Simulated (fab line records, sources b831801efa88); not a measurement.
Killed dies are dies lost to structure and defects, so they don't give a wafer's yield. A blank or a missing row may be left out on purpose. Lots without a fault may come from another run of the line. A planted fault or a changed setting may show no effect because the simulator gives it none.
One fault seen from 2 desks | flow gf180mcu | each desk has only its own numbers; what lay behind them comes last

THE METROLOGY DESK
What the gauges read, lot by lot, whatever tool the lot ran on: means of the sampled wafers that have a number. A lot is out of limits, marked OUT, if its mean lies more than 4 standard deviations from the usual mean; the brackets give that distance.
Columns: A = V3_W_RS at GF_V3_RS_MEAS_24, usual 0.326 ohm/sq; B = V3_W_THK at GF_V3_THK_MEAS_25, usual 362 nm
lot  | first seen here | A     | B
L571 | day 22 13:43    | 0.329 | 362
L573 | day 23 01:37    | 0.320 | 370
L581 | day 26 08:03    | 0.325 | 362
L583 | day 26 21:52    | 0.315 | 377
L591 | day 28 20:56    | 0.326 | 358
L592 | day 29 04:44    | 0.321 | 364
This desk's finding: nothing out of limits on any of the 6 lots.

THE TOOL OWNER'S DESK: pvd_sputter-04
The tool's own readings at GF_M4_SPUTTER_01 (material TiN, target thk 30 nm, time 25 s): means of the sampled wafers that have a number, for each lot that ran on this tool. A lot is out of limits, marked OUT, if its mean lies more than 4 standard deviations from the usual mean; the brackets give that distance.
Columns: A = throttle_valve_pct at GF_M4_SPUTTER_01, usual 29.8 %
lot  | first seen here | A
L571 | day 22 14:16    | 30.2
L581 | day 26 08:38    | 30.0
L583 | day 26 22:25    | 30.0
This desk's finding: nothing out of limits on any of the 3 lots.

PUT TOGETHER
The metrology desk saw nothing out of limits.
The tool owner's desk saw nothing out of limits.

WHAT THE SIMULATOR HAD PUT IN
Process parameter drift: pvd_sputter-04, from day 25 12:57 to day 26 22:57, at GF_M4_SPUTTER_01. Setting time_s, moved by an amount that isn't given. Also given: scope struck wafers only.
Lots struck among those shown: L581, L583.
